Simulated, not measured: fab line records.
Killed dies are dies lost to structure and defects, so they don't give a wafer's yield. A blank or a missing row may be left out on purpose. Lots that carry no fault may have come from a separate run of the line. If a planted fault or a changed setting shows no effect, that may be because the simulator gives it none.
Chamber matching + flow sky130 + SKY_VIA1_CMP_24 on cmp-01: 3 sister chambers
The step polishes, stops on SiO2, t overpolish 15 s, target thk 0 nm. 14 wafers are shown with their chamber, then 7 later ones without.

WAFERS WITH THEIR CHAMBER
| wafer  | chamber | retaining ring pressure frac | overpolish run s (s) | time to endpoint s (s) |
|--------|---------|------------------------------|----------------------|------------------------|
| L332.1 | 1       | 1.006                        | 15.002               | 61.4                   |
| L332.3 | 2       | 0.996                        | 15.001               | 66.3                   |
| L332.4 | 0       | 0.994                        | 15.005               | 62.8                   |
| L333.4 | 0       | 1.004                        | 14.999               | 65.5                   |
| L333.5 | 2       | 0.999                        | 15.000               | 66.5                   |
| L333.6 | 1       | 0.997                        | 15.008               | 66.4                   |
| L340.4 | 0       | 0.996                        | 14.999               | 69.9                   |
| L340.5 | 2       | 0.997                        | 14.995               | 71.3                   |
| L340.6 | 1       | 1.001                        | 15.002               | 67.6                   |
| L351.2 | 2       | 0.992                        | 14.986               | 67.7                   |
| L351.4 | 0       | 0.999                        | 14.991               | 68.0                   |
| L351.6 | 2       | 0.992                        | 15.010               | 67.1                   |
| L353.2 | 2       | 0.995                        | 14.999               | 62.9                   |
| L353.5 | 1       | 1.014                        | 15.009               | 62.4                   |

SIGNATURES, as means of the wafers listed above
| reading                      | chamber 0 | chamber 1 | chamber 2 | scatter within a chamber |
|------------------------------|-----------|-----------|-----------|--------------------------|
| retaining ring pressure frac | 0.99825   | 1.00450   | 0.99517   | 0.00483                  |
| overpolish run s             | 14.99850  | 15.00525  | 14.99850  | 0.0064                   |
| time to endpoint s           | 66.550    | 64.450    | 66.967    | 2.9                      |
Rule: for each reading, subtract the chamber's mean from the wafer's reading, divide by that reading's scatter and square the result; add these up over the readings and take the root, which gives the wafer's distance from the chamber. If the next closest chamber is less than 2 further off than the closest, the wafer can't be placed; otherwise it belongs to the closest. The scatter: the root of (the sum of the squares of (reading less its chamber's mean) over the shown wafers, divided by (wafers less chambers)).

WAFERS WHOSE CHAMBER IS MISSING
| wafer  | retaining ring pressure frac | overpolish run s (s) | time to endpoint s (s) |
|--------|------------------------------|----------------------|------------------------|
| L353.6 | 0.995                        | 14.988               | 63.8                   |
| L354.1 | 1.005                        | 14.992               | 61.7                   |
| L354.3 | 1.005                        | 14.995               | 66.5                   |
| L354.4 | 1.000                        | 15.010               | 66.3                   |
| L355.2 | 1.002                        | 15.016               | 66.3                   |
| L355.4 | 0.999                        | 15.007               | 64.2                   |
| L355.5 | 1.002                        | 14.992               | 63.9                   |

WHICH CHAMBER EACH ONE RAN IN
| wafer  | from the rows above          | in truth |
|--------|------------------------------|----------|
| L353.6 | can't be placed: 2 or 0 or 1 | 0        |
| L354.1 | can't be placed: 1 or 0 or 2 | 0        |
| L354.3 | can't be placed: 0 or 1 or 2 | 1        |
| L354.4 | can't be placed: 1 or 0 or 2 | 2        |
| L355.2 | can't be placed: 1 or 0 or 2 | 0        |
| L355.4 | can't be placed: 1 or 0 or 2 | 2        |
| L355.5 | can't be placed: 0 or 2 or 1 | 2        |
0 of 7 placed correctly. Cannot be placed on the basis of these rows: 7; the candidates contain the true chamber in 7. 0 placed wrongly.
